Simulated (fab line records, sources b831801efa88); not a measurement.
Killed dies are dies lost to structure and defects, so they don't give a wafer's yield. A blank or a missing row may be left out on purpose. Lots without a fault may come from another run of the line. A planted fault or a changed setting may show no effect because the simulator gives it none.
fab line records | flow gf180mcu | part 1 of 2: steps 1 to 25 of 34
record lots=5 wafers=15 last_day=34
route steps=602 shown POLY_GATE@171 HV_LDD@176
lots that met no fault: from a run of the same line without faults
start_h: hours from the record's first day to the start of the lot's first wafer shown | wait_h: hours since the lot's step before | " the same as in the row above | L1.1+2: a row that stands for several wafers | - no value, or no start given | * or withheld: withheld | < > ~ a bound
route shown NAME@n: a module of which the file shows steps, and the number in the route of the first | usual: mean/standard deviation of fault-free wafers | same: alike in all rows | chamber/n: place in a boat | sites: the reading at each site | _std_site: their standard deviation | _edge_site: outer sites' mean less inner sites' | radius_mm: how far each site lies from the wafer's centre | mask NAME#n: copy n | behind: the tool/chamber that last shaped the wafer | hold: why the lot was held/for how many hours/how that ended | device: the transistor (n, p or np) that didn't switch | end of line: the same wafers' tests at the end of the route | a step without rows: its recipe alone | killed: dies lost to structure and defects at the first sort, not the wafer's yield | map: a wafer's dies, x killed, . not, _ none there
set.NAME: the setting as run; set.NAME@STEP: as run at that earlier step | model.NAME: the simulator's own value behind a step, which no gauge read
lots at some steps of the route; a table a step, a row a wafer
services: from which hour (start_h, from the record's first day; less than 0 if before it) a tool's chamber was out of use, for how many hours, and why
## steps
# step GF_POLY_GATE_STRIP_14
# recipe chemistry=O2/N2 power_w=1400 pressure_mtorr=1500 platen_temp_c=250 o2_flow_sccm=3000 n2_flow_sccm=300 overash_fraction=0.5
# usual drypump_motor_current_A=5.9/0.56 heater_power_w=327/15 oes_product_au=0.505/0.0045
# columns lot.wafer tool chamber start_h wait_h drypump_motor_current_A heater_power_w oes_product_au rf_hours_counter_h
L082.2 plasma_asher-03 1 258.02 0.0 6.6 338 0.507 46
L082.3 " 1 " " 6.6 327 0.503 -
L082.6 " 1 " " 6.6 334 0.498 -
L086.3 plasma_asher-03 1 281.08 0.1 6.6 332 0.494 -
L086.5 " 1 " " 6.6 325 0.506 -
L086.6 " 0 " " 5.5 339 0.505 -
L091.3 plasma_asher-02 1 318.35 0.1 5.5 297 0.506 -
L091.5 " 0 " " 6.5 327 0.494 -
L091.6 " 1 " " 5.5 290 0.497 -
L093.1 plasma_asher-03 0 337.06 0.0 5.5 334 0.512 54
L093.2 " 1 " " 6.6 343 0.503 54
L093.5 " 0 " " 5.5 336 0.505 -
L096.3 plasma_asher-02 0 356.70 0.1 6.5 322 0.507 -
L096.4 " 1 " " 5.5 293 0.500 -
L096.6 " 1 " " 5.5 307 0.503 -
# step GF_POLY_GATE_CLEAN_15
# recipe chemistry=SC1/SC2 mix=1:4:20 temp_c=70 time_s=150 dry=n2_spin
# same time_s=150
# columns lot.wafer tool chamber start_h wait_h
L082.2+3+6 wet_bench-02 1 258.12 0.1
L086.3+5+6 wet_bench-01 2 281.14 0.0
L091.3+5+6 wet_bench-03 1 318.42 0.0
L093.1+2+5 wet_bench-03 3 337.16 0.1
L096.3+4+6 wet_bench-03 2 356.77 0.0
# step GF_POLY_GATE_OXIDATION_16
# recipe temp_c=850 ambient=O2 stabilise_s=600 purge_s=300 target_thk_a=40 ox_time_s=899
# usual tube_center_temp_C=850.01/0.081
# columns lot.wafer tool chamber start_h wait_h tube_center_temp_C
L082.2 furnace-01 0 258.18 0.0 849.89
L082.3 " 0 " " 850.11
L082.6 " 0 " " 850.15
L086.3 furnace-02 0 281.51 0.3 850.05
L086.5 " 0 " " 850.18
L086.6 " 0 " " 850.02
L091.3 furnace-02 0 318.47 0.0 849.93
L091.5 " 0 " " 850
L091.6 " 0 " " 849.98
L093.1 furnace-02 0 337.21 0.0 849.91
L093.2 " 0 " " 849.96
L093.5 " 0 " " 849.92
L096.3 furnace-02 0 358.01 1.2 849.89
L096.4 " 0 " " 850.03
L096.6 " 0 " " 849.93
# step GF_POLY_GATE_THK_MEAS_17
# recipe reads=SiO2_of_POLY_GATE_OXIDATION_16
# usual POLY_GATE_OXIDATION_THK=4.04/0.071
# columns lot.wafer tool chamber start_h wait_h POLY_GATE_OXIDATION_THK[nm]
L082.2 film_metro-01 - 259.44 0.0 3.96
L082.3 " - " " 4.09
L082.6 " - " " 3.93
L086.3 film_metro-01 - 282.78 0.0 4.06
L086.5 " - " " 3.90
L086.6 " - " " 3.89
L091.3 film_metro-01 - 319.74 0.0 3.99
L091.5 " - " " 4.01
L091.6 " - " " 3.99
L093.1 film_metro-04 - 338.46 0.0 4.06
L093.2 " - " " 4.06
L093.5 " - " " 3.95
L096.3 film_metro-01 - 359.28 0.0 4.04
L096.4 " - " " 3.95
L096.6 " - " " 3.97
# step GF_POLY_GATE_CD_MEAS_18
# usual cd_nm=279.4/2
# columns lot.wafer tool chamber start_h wait_h cd_nm
L082.2 cd_sem-01 - 259.60 0.2 280.5
L082.3 " - " " 279.9
L082.6 " - " " 280.0
L086.3 cd_sem-01 - 282.96 0.2 279.1
L086.5 " - " " 280.3
L086.6 " - " " 280.2
L091.3 cd_sem-01 - 319.83 0.1 276.1
L091.5 " - " " 280.0
L091.6 " - " " 278.2
L093.1 cd_sem-01 - 338.52 0.1 281.5
L093.2 " - " " 282.6
L093.5 " - " " 282.4
L096.3 cd_sem-01 - 359.38 0.1 279.0
L096.4 " - " " 277.5
L096.6 " - " " 282.5
# step GF_HV_LDD_DEHYDRATE_00
# recipe temp_c=200 time_s=60
# usual chill_plate_temp_C=23.01/0.097 plate_temp_C=199.98/0.16
# same time_s=60
# columns lot.wafer tool chamber start_h wait_h chill_plate_temp_C plate_temp_C
L082.2 litho_track-03 0 268.46 8.8 22.99 199.65
L082.3 " 0 " " 23.08 199.78
L082.6 " 0 " " 23.04 199.81
L086.3 litho_track-01 0 292.51 9.5 22.96 199.88
L086.5 " 0 " " 23.09 199.94
L086.6 " 0 " " 23.08 199.77
L091.3 litho_track-02 0 329.83 10.0 22.71 200.02
L091.5 " 0 " " 23.06 199.96
L091.6 " 0 " " 23.07 199.84
L093.1 litho_track-03 0 348.84 10.3 23.08 200.02
L093.2 " 0 " " 23.06 199.93
L093.5 " 0 " " 22.91 200.03
L096.3 litho_track-02 0 369.48 10.1 23.04 200.08
L096.4 " 0 " " 23.08 199.82
L096.6 " 0 " " 23.05 199.98
# step GF_HV_LDD_HMDS_01
# recipe prime_time_s=60 prime_temp_c=120
# usual chill_plate_temp_C=23.01/0.12
# columns lot.wafer tool chamber start_h wait_h chill_plate_temp_C
L082.2 litho_track-03 0 268.61 0.1 23.10
L082.3 " 0 " " 22.96
L082.6 " 0 " " 22.99
L086.3 litho_track-01 0 292.66 0.1 23.12
L086.5 " 0 " " 23.04
L086.6 " 0 " " 23.25
L091.3 litho_track-02 0 329.98 0.1 22.99
L091.5 " 0 " " 22.91
L091.6 " 0 " " 23.16
L093.1 litho_track-03 0 348.99 0.1 23.02
L093.2 " 0 " " 23.15
L093.5 " 0 " " 22.96
L096.3 litho_track-02 0 369.63 0.1 23.11
L096.4 " 0 " " 23.04
L096.6 " 0 " " 22.92
# step GF_HV_LDD_COAT_02
# recipe resist=NOVOLAK spin_rpm=3000 resist_thk_nm=1000
# usual chill_plate_temp_C=22.99/0.098 spin_speed_rpm=2999.7/1.9
# columns lot.wafer tool chamber start_h wait_h chill_plate_temp_C spin_speed_rpm
L082.2 litho_track-03 0 268.76 0.1 22.90 3000.3
L082.3 " 0 " " 22.92 2999.5
L082.6 " 0 " " 23.13 3000.0
L086.3 litho_track-01 0 292.81 0.1 23.05 3000.8
L086.5 " 0 " " 23.03 2999.7
L086.6 " 0 " " 22.99 2997.5
L091.3 litho_track-02 0 330.13 0.1 22.98 3002.1
L091.5 " 0 " " 22.99 3001.4
L091.6 " 0 " " 22.97 2999.5
L093.1 litho_track-03 0 349.14 0.1 22.98 3000.7
L093.2 " 0 " " 22.85 3002.8
L093.5 " 0 " " 22.90 2998.8
L096.3 litho_track-02 0 369.78 0.1 23.03 2998.8
L096.4 " 0 " " 23.11 3001.1
L096.6 " 0 " " 23.04 2997.3
# step GF_HV_LDD_SOFTBAKE_03
# recipe temp_c=90 time_s=60 resist=NOVOLAK
# usual chill_plate_temp_C=23.00/0.1 plate_temp_C=90.01/0.12
# same time_s=60
# columns lot.wafer tool chamber start_h wait_h chill_plate_temp_C plate_temp_C
L082.2 litho_track-03 0 268.91 0.1 23.02 89.99
L082.3 " 0 " " 23.01 89.94
L082.6 " 0 " " 22.93 89.97
L086.3 litho_track-01 0 292.96 0.1 22.99 90.10
L086.5 " 0 " " 23.02 90.13
L086.6 " 0 " " 23.09 90.09
L091.3 litho_track-02 0 330.28 0.1 22.93 90.09
L091.5 " 0 " " 23.00 89.85
L091.6 " 0 " " 22.88 89.96
L093.1 litho_track-03 0 349.29 0.1 22.93 90.02
L093.2 " 0 " " 23.01 90.01
L093.5 " 0 " " 23.02 90.13
L096.3 litho_track-02 0 369.93 0.1 22.98 90.16
L096.4 " 0 " " 23.13 90.28
L096.6 " 0 " " 23.04 90.08
# step GF_HV_LDD_EXPOSE_04
# recipe mask_id=Nplus_LV_AREA target_cd_nm=400 na=0.6 source_shape=conventional sigma_outer=0.6 dose_mj=140
# columns lot.wafer tool chamber start_h wait_h mask
L082.2+3+6 iline_stepper-02 0 - - Nplus_LV_AREA#0
L086.3+5+6 iline_stepper-01 0 - - Nplus_LV_AREA#0
L091.3+5+6 iline_stepper-01 0 - - Nplus_LV_AREA#0
L093.1+2+5 iline_stepper-01 0 - - Nplus_LV_AREA#0
L096.3+4+6 iline_stepper-02 0 - - Nplus_LV_AREA#0
# step GF_HV_LDD_PEB_05
# recipe temp_c=withheld time_s=* resist=NOVOLAK
# usual chill_plate_temp_C=*
# same time_s=*
# columns lot.wafer tool chamber start_h wait_h chill_plate_temp_C
L082.2 litho_track-02 0 - - *
L082.3 " 0 " " *
L082.6 " 0 " " *
L086.3 litho_track-02 0 - - *
L086.5 " 0 " " *
L086.6 " 0 " " *
L091.3 litho_track-02 0 - - *
L091.5 " 0 " " *
L091.6 " 0 " " *
L093.1 litho_track-01 0 - - *
L093.2 " 0 " " *
L093.5 " 0 " " *
L096.3 litho_track-03 0 - - *
L096.4 " 0 " " *
L096.6 " 0 " " *
# step GF_HV_LDD_DEVELOP_06
# recipe develop_time_s=60 dev_temp_c=23
# usual chill_plate_temp_C=23.01/0.094
# columns lot.wafer tool chamber start_h wait_h chill_plate_temp_C
L082.2 litho_track-02 0 279.11 0.1 23.08
L082.3 " 0 " " 23.06
L082.6 " 0 " " 23.08
L086.3 litho_track-02 0 302.68 0.1 23.11
L086.5 " 0 " " 23.07
L086.6 " 0 " " 23.08
L091.3 litho_track-02 0 340.98 0.1 22.97
L091.5 " 0 " " 23.13
L091.6 " 0 " " 23.14
L093.1 litho_track-01 0 360.35 0.1 23.02
L093.2 " 0 " " 23.03
L093.5 " 0 " " 22.89
L096.3 litho_track-03 0 380.89 0.1 23.14
L096.4 " 0 " " 22.96
L096.6 " 0 " " 23.00
# step GF_HV_LDD_CD_MEAS_07
# recipe target_cd_nm=400
# usual cd_nm=400.0/2.1
# columns lot.wafer tool chamber start_h wait_h cd_nm
L082.2 cd_sem-02 - 279.25 0.1 399.7
L082.3 " - " " 402.0
L082.6 " - " " 401.0
L086.3 cd_sem-02 - 302.82 0.1 399.4
L086.5 " - " " 400.5
L086.6 " - " " 399.5
L091.3 cd_sem-01 - 341.12 0.1 397.8
L091.5 " - " " 398.4
L091.6 " - " " 397.9
L093.1 cd_sem-01 - 360.50 0.1 401.3
L093.2 " - " " 405.5
L093.5 " - " " 404.7
L096.3 cd_sem-02 - 381.03 0.1 399.8
L096.4 " - " " 401.0
L096.6 " - " " 399.2
# step GF_HV_LDD_OVL_MEAS_08
# usual HV_LDD_OVL=-1.2/2.1
# columns lot.wafer tool chamber start_h wait_h HV_LDD_OVL[nm]
L082.2 overlay-01 - 279.36 0.1 -2.4
L082.3 " - " " -4.1
L082.6 " - " " -3.6
L086.3 overlay-02 - 302.91 0.1 2.7
L086.5 " - " " 1.6
L086.6 " - " " 2.2
L091.3 overlay-02 - 341.21 0.1 0.6
L091.5 " - " " -1.4
L091.6 " - " " -2.3
L093.1 overlay-01 - 360.62 0.1 2.5
L093.2 " - " " -0.5
L093.5 " - " " 1.6
L096.3 overlay-02 - 381.12 0.1 -3.6
L096.4 " - " " -1.1
L096.6 " - " " -2.8
# step GF_HV_LDD_IMPLANT_09
# recipe species=As energy_kev=40 dose_cm2=1e+14 tilt_deg=7
# usual tilt_deg=7.001/0.02
# same implant_ion_amu=75
# columns lot.wafer tool chamber start_h wait_h tilt_deg
L082.2 implanter-04 0 279.41 0.0 7.050
L082.3 " 0 " " 7.002
L082.6 " 0 " " 7.019
L086.3 implanter-01 0 302.99 0.1 7.000
L086.5 " 0 " " 7.031
L086.6 " 0 " " 7.026
L091.3 implanter-01 0 341.29 0.1 7.023
L091.5 " 0 " " 7.039
L091.6 " 0 " " 7.011
L093.1 implanter-01 0 360.66 0.0 6.997
L093.2 " 0 " " 6.982
L093.5 " 0 " " 6.974
L096.3 implanter-01 0 381.19 0.1 6.960
L096.4 " 0 " " 6.977
L096.6 " 0 " " 7.015
# step GF_HV_LDD_STRIP_10
# recipe chemistry=O2/N2 power_w=1400 pressure_mtorr=1500 platen_temp_c=250 o2_flow_sccm=3000 n2_flow_sccm=300 overash_fraction=0.5
# usual drypump_motor_current_A=5.6/0.53 heater_power_w=330/11 oes_product_au=0.716/0.0048 strip_time_to_endpoint_s=12.62/0.043
# columns lot.wafer tool chamber start_h wait_h drypump_motor_current_A heater_power_w oes_product_au rf_hours_counter_h strip_time_to_endpoint_s
L082.2 plasma_asher-01 1 279.54 0.1 5.3 355 0.725 18 12.64
L082.3 " 0 " " 5.3 315 0.715 - 12.67
L082.6 " 1 " " 5.3 337 0.720 - 12.69
L086.3 plasma_asher-04 1 303.12 0.1 5.0 312 0.724 - 12.60
L086.5 " 1 " " 4.9 317 0.716 - 12.59
L086.6 " 0 " " 5.7 325 0.717 - 12.63
L091.3 plasma_asher-04 1 341.42 0.1 5.0 320 0.718 - 12.63
L091.5 " 0 " " 5.7 335 0.718 - 12.63
L091.6 " 1 " " 4.9 323 0.718 - 12.61
L093.1 plasma_asher-01 1 360.81 0.1 5.3 349 0.714 27 12.56
L093.2 " 0 " " 5.3 318 0.711 27 12.63
L093.5 " 0 " " 5.3 315 0.713 - 12.62
L096.3 plasma_asher-03 0 381.33 0.1 5.5 335 0.713 - 12.68
L096.4 " 1 " " 6.5 324 0.710 - 12.64
L096.6 " 1 " " 6.6 339 0.716 - 12.62
# step GF_HV_LDD_TW_MEAS_11
# usual HV_LDD_TW=2389/20
# columns lot.wafer tool chamber start_h wait_h HV_LDD_TW
L082.2 film_metro-02 - 279.65 0.1 2414
L082.3 " - " " 2414
L082.6 " - " " 2429
L086.3 film_metro-04 - 303.21 0.1 2363
L086.5 " - " " 2368
L086.6 " - " " 2371
L091.3 film_metro-03 - 341.51 0.1 2378
L091.5 " - " " 2385
L091.6 " - " " 2390
L093.1 film_metro-03 - 360.91 0.1 2395
L093.2 " - " " 2389
L093.5 " - " " 2391
L096.3 film_metro-03 - 381.41 0.1 2384
L096.4 " - " " 2401
L096.6 " - " " 2391
# step GF_HV_LDD_DEHYDRATE_12
# recipe temp_c=200 time_s=60
# usual chill_plate_temp_C=23.00/0.097 plate_temp_C=199.97/0.15
# same time_s=60
# columns lot.wafer tool chamber start_h wait_h chill_plate_temp_C plate_temp_C
L082.2 litho_track-01 0 288.23 8.6 22.95 200.38
L082.3 " 0 " " 22.83 200.30
L082.6 " 0 " " 22.98 200.12
L086.3 litho_track-01 0 313.30 10.1 23.01 200.01
L086.5 " 0 " " 22.90 199.90
L086.6 " 0 " " 22.82 199.83
L091.3 litho_track-02 0 352.18 10.7 23.07 199.98
L091.5 " 0 " " 22.93 199.77
L091.6 " 0 " " 22.92 199.80
L093.1 litho_track-03 0 371.49 10.6 23.16 200.13
L093.2 " 0 " " 23.00 199.91
L093.5 " 0 " " 23.06 199.92
L096.3 litho_track-01 0 392.60 11.2 23.10 199.93
L096.4 " 0 " " 22.92 199.98
L096.6 " 0 " " 23.07 199.98
# step GF_HV_LDD_HMDS_13
# recipe prime_time_s=60 prime_temp_c=120
# usual chill_plate_temp_C=23.02/0.11
# columns lot.wafer tool chamber start_h wait_h chill_plate_temp_C
L082.2 litho_track-01 0 288.38 0.1 23.01
L082.3 " 0 " " 23.03
L082.6 " 0 " " 23.08
L086.3 litho_track-01 0 313.45 0.1 22.85
L086.5 " 0 " " 22.99
L086.6 " 0 " " 23.09
L091.3 litho_track-02 0 352.33 0.1 23.11
L091.5 " 0 " " 23.14
L091.6 " 0 " " 23.12
L093.1 litho_track-03 0 371.64 0.1 22.94
L093.2 " 0 " " 22.88
L093.5 " 0 " " 23.03
L096.3 litho_track-01 0 392.75 0.1 23.18
L096.4 " 0 " " 23.23
L096.6 " 0 " " 23.12
# step GF_HV_LDD_COAT_14
# recipe resist=NOVOLAK spin_rpm=3000 resist_thk_nm=1000
# usual chill_plate_temp_C=22.97/0.1 spin_speed_rpm=3000.5/2.1
# columns lot.wafer tool chamber start_h wait_h chill_plate_temp_C spin_speed_rpm
L082.2 litho_track-01 0 288.53 0.1 23.08 3000.9
L082.3 " 0 " " 22.97 3000.1
L082.6 " 0 " " 23.07 2997.6
L086.3 litho_track-01 0 313.60 0.1 23.06 2998.4
L086.5 " 0 " " 22.82 3003.0
L086.6 " 0 " " 22.94 3005.1
L091.3 litho_track-02 0 352.48 0.1 23.11 2998.4
L091.5 " 0 " " 23.15 3001.0
L091.6 " 0 " " 23.10 3001.5
L093.1 litho_track-03 0 371.79 0.1 23.07 3002.2
L093.2 " 0 " " 23.06 3001.4
L093.5 " 0 " " 23.10 3001.9
L096.3 litho_track-01 0 392.90 0.1 22.84 2999.3
L096.4 " 0 " " 23.02 3001.8
L096.6 " 0 " " 23.09 3000.8
# step GF_HV_LDD_SOFTBAKE_15
# recipe temp_c=90 time_s=60 resist=NOVOLAK
# usual chill_plate_temp_C=23.02/0.1 plate_temp_C=90.01/0.12
# same time_s=60
# columns lot.wafer tool chamber start_h wait_h chill_plate_temp_C plate_temp_C
L082.2 litho_track-01 0 288.68 0.1 23.07 90.20
L082.3 " 0 " " 22.96 89.82
L082.6 " 0 " " 23.01 89.98
L086.3 litho_track-01 0 313.75 0.1 23.06 90.13
L086.5 " 0 " " 23.11 89.96
L086.6 " 0 " " 22.90 89.94
L091.3 litho_track-02 0 352.63 0.1 22.92 90.06
L091.5 " 0 " " 22.93 90.07
L091.6 " 0 " " 23.10 89.86
L093.1 litho_track-03 0 371.94 0.1 23.00 89.84
L093.2 " 0 " " 23.17 89.98
L093.5 " 0 " " 23.10 89.90
L096.3 litho_track-01 0 393.05 0.1 23.03 90.04
L096.4 " 0 " " 23.00 89.96
L096.6 " 0 " " 23.02 89.89
# step GF_HV_LDD_EXPOSE_16
# recipe mask_id=Pplus_LV_AREA target_cd_nm=400 na=0.6 source_shape=conventional sigma_outer=0.6 dose_mj=140
# columns lot.wafer tool chamber start_h wait_h mask
L082.2+3+6 iline_stepper-01 0 - - Pplus_LV_AREA#0
L086.3+5+6 iline_stepper-01 0 - - Pplus_LV_AREA#0
L091.3+5+6 iline_stepper-01 0 - - Pplus_LV_AREA#0
L093.1+2+5 iline_stepper-02 0 - - Pplus_LV_AREA#0
L096.3+4+6 iline_stepper-01 0 - - Pplus_LV_AREA#0
# step GF_HV_LDD_PEB_17
# recipe temp_c=withheld time_s=* resist=NOVOLAK
# usual chill_plate_temp_C=*
# same time_s=*
# columns lot.wafer tool chamber start_h wait_h chill_plate_temp_C
L082.2 litho_track-01 0 - - *
L082.3 " 0 " " *
L082.6 " 0 " " *
L086.3 litho_track-03 0 - - *
L086.5 " 0 " " *
L086.6 " 0 " " *
L091.3 litho_track-01 0 - - *
L091.5 " 0 " " *
L091.6 " 0 " " *
L093.1 litho_track-03 0 - - *
L093.2 " 0 " " *
L093.5 " 0 " " *
L096.3 litho_track-03 0 - - *
L096.4 " 0 " " *
L096.6 " 0 " " *
# step GF_HV_LDD_DEVELOP_18
# recipe develop_time_s=60 dev_temp_c=23
# usual chill_plate_temp_C=22.99/0.1
# columns lot.wafer tool chamber start_h wait_h chill_plate_temp_C
L082.2 litho_track-01 0 298.18 0.1 22.98
L082.3 " 0 " " 22.95
L082.6 " 0 " " 22.87
L086.3 litho_track-03 0 323.79 0.1 22.89
L086.5 " 0 " " 22.95
L086.6 " 0 " " 23.08
L091.3 litho_track-01 0 364.05 0.1 22.92
L091.5 " 0 " " 22.90
L091.6 " 0 " " 22.85
L093.1 litho_track-03 0 383.74 0.1 22.99
L093.2 " 0 " " 22.90
L093.5 " 0 " " 23.00
L096.3 litho_track-03 0 404.39 0.1 22.98
L096.4 " 0 " " 22.90
L096.6 " 0 " " 23.13
# step GF_HV_LDD_CD_MEAS_19
# recipe target_cd_nm=400
# usual cd_nm=400.4/2
# columns lot.wafer tool chamber start_h wait_h cd_nm
L082.2 cd_sem-02 - 298.32 0.1 403.3
L082.3 " - " " 402.0
L082.6 " - " " 403.3
L086.3 cd_sem-02 - 323.93 0.1 400.9
L086.5 " - " " 400.8
L086.6 " - " " 402.1
L091.3 cd_sem-01 - 364.19 0.1 402.4
L091.5 " - " " 401.2
L091.6 " - " " 401.2
L093.1 cd_sem-01 - 383.89 0.1 395.1
L093.2 " - " " 395.8
L093.5 " - " " 395.6
L096.3 cd_sem-02 - 404.53 0.1 402.8
L096.4 " - " " 403.8
L096.6 " - " " 401.6
